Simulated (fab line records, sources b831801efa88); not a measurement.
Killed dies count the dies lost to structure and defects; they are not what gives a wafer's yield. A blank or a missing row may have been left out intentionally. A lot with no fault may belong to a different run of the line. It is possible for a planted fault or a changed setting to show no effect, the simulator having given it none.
One fault seen from 2 desks -- flow sky130 -- numbers are kept per desk, each desk with only its own; the story behind them comes last

## METROLOGY DESK
What the gauges read, lot by lot, whatever tool the lot ran on: means of the sampled wafers that have a number. If a lot's mean is further than 4 standard deviations from the usual mean, the lot is out of limits and carries the mark OUT (the distance appears in the brackets).
Columns: A = VIA3_W_RS at SKY_VIA3_RS_MEAS_22, usual 0.291 ohm/sq; B = VIA3_W_THK at SKY_VIA3_THK_MEAS_23, usual 398 nm
lot,first seen here,A,B
L804,day 40 06:55,0.284,408
L806,day 40 15:07,0.295,391
L820,day 44 07:10,0.292,394
L823,day 45 03:07,0.298,383
L824,day 45 08:56,0.293,392
L827,day 45 19:47,0.293,389
This desk found nothing out of limits on any of the 6 lots.

## DESK OF THE TOOL OWNER: pvd_sputter-02
The tool's own readings at SKY_METAL4_SPUTTER_01 (material TiN, target thk 20 nm, time 16.7 s): means of the sampled wafers that have a number, for each lot that ran on this tool. If a lot's mean is further than 4 standard deviations from the usual mean, the lot is out of limits and carries the mark OUT (the distance appears in the brackets).
Columns: A = chamber_pressure_pa at SKY_METAL4_SPUTTER_01, usual 0.4001 Pa; B = throttle_valve_pct at SKY_METAL4_SPUTTER_01, usual 29.9 %
lot,first seen here,A,B
L804,day 40 07:47,0.4005,28.6
L820,day 44 07:40,0.4001,29.4
L823,day 45 03:37,0.3998,29.9
This desk found nothing out of limits on any of the 3 lots.

## ALL TOGETHER
Nothing out of limits was seen by the metrology desk.
The tool owner's desk saw nothing out of limits.

## WHAT THE SIMULATOR HAD PUT IN
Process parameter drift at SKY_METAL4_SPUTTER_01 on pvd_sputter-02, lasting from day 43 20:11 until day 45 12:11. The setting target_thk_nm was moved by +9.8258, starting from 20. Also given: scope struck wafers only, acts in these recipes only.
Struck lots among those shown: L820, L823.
